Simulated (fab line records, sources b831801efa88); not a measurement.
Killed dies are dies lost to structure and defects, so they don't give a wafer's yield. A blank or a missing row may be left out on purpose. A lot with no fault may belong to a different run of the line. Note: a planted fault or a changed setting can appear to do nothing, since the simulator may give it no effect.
fab line records	flow sfq_line
record lots=15	wafers=44	last_day=77
route steps=325 shown L0@12 I0@56 M1@70 M3@128
lots untouched by any fault: they come from a run of this same line in which no faults occurred
start_h: hours from the record's first day to the start of the lot's first wafer shown	wait_h: hours elapsed since this lot's preceding step	" unchanged from the row above	L1.1+2: one row covering several wafers at once	- value missing, or start not given	* or withheld: withheld	< > ~ a bound
route shown NAME@n: names a module that has steps shown in the file, with the first one's number in the route	usual: mean/standard deviation taken from wafers without a fault	same: alike in all rows	chamber/n: place in a boat	sites: the reading at each site	_std_site: their standard deviation	_edge_site: inner sites' mean taken away from outer sites' mean	radius_mm: for every site, how far away it sits from the centre of the wafer	mask NAME#n: copy n	behind: tool/chamber where the wafer was last shaped	hold: the reason the lot was held/the length of the hold in hours/how it ended	device: the transistor (n, p or np) that didn't switch	end of line: the tests these same wafers got at the end of their route	a step without rows: its recipe alone	killed: at the first sort, the dies lost to defects and structure; wafer yield is something else	map: a wafer's dies, marking killed ones x, the rest . and places with no die _
set.NAME: the setting the step ran with; set.NAME@STEP: the setting that earlier step ran with	model.NAME: the simulator's own value behind a step, which no gauge read
route steps across a sampled set of lots; one table per step, one row per wafer
services: from which hour (start_h, from the record's first day; less than 0 if before it) a tool's chamber was out of use, for how many hours, and why
## steps
# step SFQ_TRILAYER_L0_BARC_OPEN_METAL_ETCH_010
# recipe mask_material=PR	chemistry=O2	target_depth_nm=125	target=BARC	icp_w=600	bias_w=80	pressure_mtorr=10	time_s=41.7
# usual bias_w=80.01/0.23	drypump_motor_current_A=5.7/0.41	oes_product_au=0.686/0.0048	run_length_s=69.8/0.37
lot.wafer	tool	chamber	start_h	wait_h	bias_w	drypump_motor_current_A	oes_product_au	rf_hours_counter_h	run_length_s
L504.2	rie_metal-03	0	53.24	0.1	80.41	5.1	0.690	93	69.4
L504.3	"	0	"	"	80.59	5.1	0.690	-	69.1
L504.5	"	0	"	"	80.31	5.1	0.685	-	69.8
L506.1	rie_metal-03	1	64.04	0.1	80.32	5.3	0.689	86	69.8
L506.3	"	0	"	"	79.91	5.1	0.685	-	69.4
L506.6	"	0	"	"	80.18	5.1	0.689	-	69.3
L507.1	rie_metal-04	1	71.24	0.1	79.62	5.8	0.692	78	71.0
L507.2	"	0	"	"	79.67	6.0	0.688	96	69.8
L507.6	"	1	"	"	79.74	5.8	0.685	-	70.7
L509.1	rie_metal-03	0	80.84	0.1	80.31	5.1	0.686	98	69.3
L509.2	"	1	"	"	80.11	5.3	0.689	89	69.7
L509.3	"	1	"	"	79.54	5.3	0.683	-	69.8
L511.1	rie_metal-04	0	94.04	0.1	79.87	6.0	0.682	101	69.5
L511.2	"	1	"	"	80.09	5.8	0.677	82	70.3
L511.6	"	1	"	"	79.55	5.8	0.687	-	70.5
L512.3	rie_metal-03	0	100.06	0.1	80.41	5.1	0.689	-	69.4
L512.4	"	1	"	"	79.95	5.3	0.690	-	69.9
L512.5	"	0	"	"	79.95	5.1	0.691	-	69.4
L513.1	rie_metal-04	1	108.44	0.1	79.87	5.8	0.683	84	70.5
L513.3	"	1	"	"	79.88	5.9	0.685	-	70.4
L513.6	"	0	"	"	79.91	6.0	0.681	-	69.5
L514.3	rie_metal-03	0	114.46	0.1	80.11	5.1	0.683	-	69.7
L514.5	"	0	"	"	80.03	5.1	0.695	-	69.7
L514.6	"	1	"	"	79.78	5.3	0.685	-	70.0
L515.1	rie_metal-03	0	118.04	0.1	79.60	5.1	0.688	104	69.7
L515.2	"	1	"	"	79.52	5.3	0.696	95	69.7
L515.6	"	1	"	"	79.78	5.3	0.692	-	70.1
L516.2	rie_metal-04	1	124.04	0.1	80.14	5.8	0.680	87	70.6
L516.5	"	1	"	"	79.92	5.9	0.690	-	70.5
L516.6	"	0	"	"	79.88	6.0	0.679	-	69.5
L518.1	rie_metal-02	0	133.44	0.1	80.24	6.4	0.690	191	69.8
L518.5	"	0	"	"	80.42	6.4	0.681	-	69.8
L518.6	"	1	"	"	79.53	5.6	0.689	-	69.9
L519.1	rie_metal-02	1	140.74	0.1	79.77	5.6	0.686	1	69.9
L519.4	"	0	"	"	79.95	6.4	0.689	-	69.7
L519.5	"	0	"	"	79.64	6.4	0.682	-	69.9
L521.3	rie_metal-02	1	152.65	0.1	79.94	5.6	0.688	-	70.1
L521.5	"	0	"	"	80.33	6.4	0.684	-	69.8
L524.2	rie_metal-04	0	166.60	0.1	80.09	6.0	0.689	-	69.7
L524.3	"	0	"	"	80.02	6.0	0.692	-	70.0
L524.5	"	0	"	"	79.81	6.0	0.690	-	69.6
L527.2	rie_metal-03	1	183.38	0.1	80.02	5.3	0.677	106	70.1
L527.5	"	0	"	"	80.09	5.1	0.682	-	69.1
L527.6	"	1	"	"	79.90	5.3	0.676	-	69.6
# step SFQ_TRILAYER_I0_VIA_STRIP_STRIP_035
# recipe gas=O2	power_w=200	platen_temp_c=40	overash_fraction=0.65	chemistry=O2	pressure_mtorr=50
# usual drypump_motor_current_A=5.6/0.46	oes_product_au=1.002/0.012
lot.wafer	tool	chamber	start_h	wait_h	drypump_motor_current_A	oes_product_au	rf_hours_counter_h
L504.2	rie_metal-02	1	221.59	-	5.6	0.982	19
L504.3	"	0	"	"	6.3	0.995	-
L504.5	"	1	"	"	5.6	0.977	-
L506.1	rie_metal-01	0	234.79	-	5.0	1.010	36
L506.3	"	1	"	"	5.9	1.009	-
L506.6	"	1	"	"	5.8	0.998	-
L507.1	rie_metal-02	1	239.59	-	5.6	0.983	22
L507.2	"	0	"	"	6.3	0.996	6
L507.6	"	0	"	"	6.3	1.004	-
L509.1	rie_metal-01	1	248.74	-	5.8	1.004	22
L509.2	"	0	"	"	5.0	1.012	39
L509.3	"	1	"	"	5.9	1.004	-
L511.1	rie_metal-03	1	270.24	-	5.3	1.005	122
L511.2	"	0	"	"	5.1	1.003	132
L511.6	"	0	"	"	5.1	1.009	-
L512.3	rie_metal-01	0	284.79	-	5.0	1.018	-
L512.4	"	1	"	"	5.8	0.999	-
L512.5	"	1	"	"	5.8	0.993	-
L513.1	rie_metal-01	0	290.59	-	5.0	1.000	45
L513.3	"	1	"	"	5.8	0.999	-
L513.6	"	0	"	"	5.0	1.009	-
L514.3	rie_metal-01	0	303.99	-	5.0	1.021	-
L514.5	"	0	"	"	5.0	1.024	-
L514.6	"	1	"	"	5.8	1.003	-
L515.1	rie_metal-02	0	307.39	-	6.3	0.994	19
L515.2	"	1	"	"	5.6	0.996	34
L515.6	"	0	"	"	6.4	0.999	-
L516.2	rie_metal-02	0	313.39	-	6.4	0.998	20
L516.5	"	1	"	"	5.6	1.005	-
L516.6	"	0	"	"	6.3	1.003	-
L518.1	rie_metal-02	1	332.59	-	5.6	0.993	39
L518.5	"	0	"	"	6.3	1.009	-
L518.6	"	1	"	"	5.6	0.996	-
L519.1	rie_metal-01	0	336.19	-	5.0	1.008	52
L519.4	"	0	"	"	5.0	1.022	-
L519.5	"	0	"	"	5.0	1.011	-
L521.3	rie_metal-03	0	347.19	-	5.1	1.020	-
L521.5	"	0	"	"	5.1	1.031	-
L524.2	rie_metal-02	1	370.99	-	5.6	0.983	41
L524.3	"	1	"	"	5.6	0.982	-
L524.5	"	0	"	"	6.4	0.993	-
L527.2	rie_metal-03	1	382.99	-	5.3	0.977	142
L527.5	"	1	"	"	5.3	0.991	-
L527.6	"	0	"	"	5.1	1.031	-
# step SFQ_TRILAYER_M1_ETCH_METAL_ETCH_042
# recipe target=Nb	stop_on=SiO2	mask_material=PR	chemistry=Cl2/Ar	target_depth_nm=240	icp_w=600	bias_w=80	pressure_mtorr=10	time_s=120
# usual bias_w=80.01/0.22	drypump_motor_current_A=5.8/0.38	oes_product_au=0.893/0.0078	run_length_s=148.2/0.38
lot.wafer	tool	chamber	start_h	wait_h	bias_w	drypump_motor_current_A	oes_product_au	rf_hours_counter_h	run_length_s
L504.2	rie_metal-03	1	289.30	0.0	80.02	5.3	0.912	124	147.9
L504.3	"	0	"	"	80.26	5.1	0.888	-	147.5
L504.5	"	1	"	"	80.32	5.3	0.885	-	148.3
L506.1	rie_metal-04	0	302.50	0.0	80.26	6.0	0.893	158	148.2
L506.3	"	1	"	"	79.78	5.8	0.883	-	148.6
L506.6	"	1	"	"	80.06	5.8	0.889	-	148.6
L507.1	rie_metal-04	0	306.10	0.0	80.00	6.0	0.877	159	147.8
L507.2	"	1	"	"	79.97	5.8	0.884	98	148.7
L507.6	"	0	"	"	79.99	6.0	0.877	-	147.9
L509.1	rie_metal-02	1	315.70	0.0	80.11	5.6	0.892	36	148.2
L509.2	"	0	"	"	79.68	6.3	0.886	20	148.0
L509.3	"	1	"	"	80.35	5.6	0.886	-	148.3
L511.1	rie_metal-03	1	338.59	0.0	79.82	5.4	0.901	133	148.0
L511.2	"	0	"	"	80.05	5.1	0.890	144	147.4
L511.6	"	1	"	"	80.00	5.3	0.896	-	148.8
L512.3	rie_metal-04	1	349.34	0.1	80.03	5.9	0.895	-	148.6
L512.4	"	0	"	"	80.01	6.0	0.897	-	147.9
L512.5	"	0	"	"	80.12	6.0	0.902	-	147.8
L513.1	rie_metal-04	1	354.10	0.0	79.77	5.9	0.886	109	148.7
L513.3	"	0	"	"	79.89	6.0	0.881	-	147.8
L513.6	"	1	"	"	80.23	5.9	0.884	-	149.0
L514.3	rie_metal-03	1	369.74	0.1	79.61	5.3	0.895	-	148.2
L514.5	"	0	"	"	80.19	5.1	0.893	-	147.6
L514.6	"	1	"	"	79.44	5.3	0.896	-	148.7
L515.1	rie_metal-04	0	374.50	0.0	79.98	6.0	0.883	173	148.0
L515.2	"	1	"	"	79.95	5.8	0.883	112	148.6
L515.6	"	1	"	"	79.76	5.9	0.880	-	148.6
L516.2	rie_metal-02	1	378.10	0.0	80.07	5.6	0.908	42	148.2
L516.5	"	0	"	"	79.99	6.3	0.888	-	148.1
L516.6	"	1	"	"	80.48	5.6	0.898	-	148.5
L518.1	rie_metal-04	1	397.30	0.0	80.38	5.8	0.886	116	148.6
L518.5	"	1	"	"	-	5.8	1.007	-	117.3
L518.6	"	0	"	"	80.17	6.0	0.888	-	148.0
L519.1	rie_metal-03	0	400.90	0.0	80.60	5.1	0.888	154	147.4
L519.4	"	0	"	"	80.39	5.1	0.891	-	147.5
L519.5	"	1	"	"	79.83	5.3	0.886	-	148.1
L521.3	rie_metal-04	1	414.89	0.1	-	5.8	1.006	-	117.2
L521.5	"	1	"	"	-	5.8	1.005	-	117.3
L524.2	rie_metal-04	1	431.65	0.0	79.86	5.8	0.885	122	148.6
L524.3	"	1	"	"	-	5.8	0.999	-	117.3
L524.5	"	0	"	"	-	6.0	1.002	-	116.9
L527.2	rie_metal-02	1	445.95	0.0	80.07	5.6	0.886	53	148.0
L527.5	"	1	"	"	80.00	5.6	0.892	-	148.4
L527.6	"	0	"	"	79.94	6.3	0.902	-	148.6
# step SFQ_M3_OVL_MEAS_921
# usual M3_OVL=-3/5
lot.wafer	tool	chamber	start_h	wait_h	M3_OVL[nm]
L504.2	overlay-02	-	651.71	0.1	-1
L504.3	"	-	"	"	1
L504.5	"	-	"	"	-1
L506.1	overlay-02	-	662.50	0.1	2
L506.3	"	-	"	"	2
L506.6	"	-	"	"	5
L507.1	overlay-02	-	669.35	0.1	5
L507.2	"	-	"	"	-6
L507.6	"	-	"	"	-2
L509.1	overlay-01	-	676.55	0.1	5
L509.2	"	-	"	"	5
L509.3	"	-	"	"	4
L511.1	overlay-01	-	693.64	0.1	-9
L511.2	"	-	"	"	-3
L511.6	"	-	"	"	-2
L512.3	overlay-01	-	699.36	0.1	3
L512.4	"	-	"	"	-6
L512.5	"	-	"	"	4
L513.1	overlay-01	-	713.75	0.1	-9
L513.3	"	-	"	"	-10
L513.6	"	-	"	"	-7
L514.3	overlay-01	-	724.56	0.1	1
L514.5	"	-	"	"	-6
L514.6	"	-	"	"	0
L515.1	overlay-01	-	729.35	0.1	-3
L515.2	"	-	"	"	5
L515.6	"	-	"	"	5
L516.2	overlay-02	-	731.31	0.1	-2
L516.5	"	-	"	"	2
L516.6	"	-	"	"	-4
L518.1	overlay-02	-	746.90	0.1	-1
L518.5	"	-	"	"	-4
L518.6	"	-	"	"	3
L519.1	overlay-01	-	754.10	0.1	-1
L519.4	"	-	"	"	-11
L519.5	"	-	"	"	0
L521.3	overlay-01	-	769.71	0.1	1
L521.5	"	-	"	"	0
L524.2	overlay-02	-	786.51	0.1	-4
L524.3	"	-	"	"	1
L524.5	"	-	"	"	0
L527.2	overlay-02	-	799.71	0.1	-1
L527.5	"	-	"	"	-4
L527.6	"	-	"	"	-5
## services
tool	chamber	start_h	hours	kind
rie_metal-01	0	34.01	-	clean
rie_metal-01	0	34.01	13.8	scheduled_down
rie_metal-01	0	34.01	13.8	vent_cycle
rie_metal-02	1	109.68	-	clean
rie_metal-02	1	109.68	23.7	scheduled_down
rie_metal-02	1	109.68	23.7	vent_cycle
rie_metal-01	1	118.01	-	clean
rie_metal-04	1	142.19	118.9	repair
rie_metal-03	-	144.03	2.8	pm
rie_metal-02	0	189.82	-	clean
rie_metal-02	0	189.82	14.6	scheduled_down
rie_metal-02	0	189.82	14.6	vent_cycle
rie_metal-04	-	196.31	0.7	repair
rie_metal-02	-	231.02	1.4	pm
rie_metal-03	1	248.16	3.8	repair
rie_metal-01	-	249.43	1.4	repair
rie_metal-02	1	271.23	4.4	repair
rie_metal-01	-	298.66	1.4	pm
rie_metal-02	-	333.19	28.1	pm
rie_metal-03	0	354.18	1.6	repair
rie_metal-01	0	368.78	20.3	repair
rie_metal-01	-	374.90	0.7	repair
rie_metal-04	-	375.99	2.8	pm
rie_metal-02	-	384.15	3.0	repair
## key
first_sign step=SFQ_TRILAYER_M1_ETCH_METAL_ETCH_042	reading=run_length_s	direction=down	sigmas=81	usual=*	struck=*
effect step=SFQ_TRILAYER_M1_ETCH_METAL_ETCH_042	reading=oes_product_au	direction=up	sigmas=14	usual=0.893	struck=1.004
met_at SFQ_TRILAYER_M1_ETCH_METAL_ETCH_042
struck_lots L518,L521,L524
struck_wafers L518.5,L521.3,L521.5,L524.3,L524.5
not_acting_at SFQ_TRILAYER_L0_BARC_OPEN_METAL_ETCH_010,SFQ_TRILAYER_I0_VIA_STRIP_STRIP_035,SFQ_M3_OVL_MEAS_921
onset_between 374.50 397.30
fault kind=process_parameter_drift	tool=rie_metal-04	chamber=-	onset_h=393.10	steps=SFQ_TRILAYER_M1_ETCH_METAL_ETCH_042	channel=time_s	offset=*	shape=step	end_h=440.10	scope=struck_wafers_only	acts_in=*	stated=*
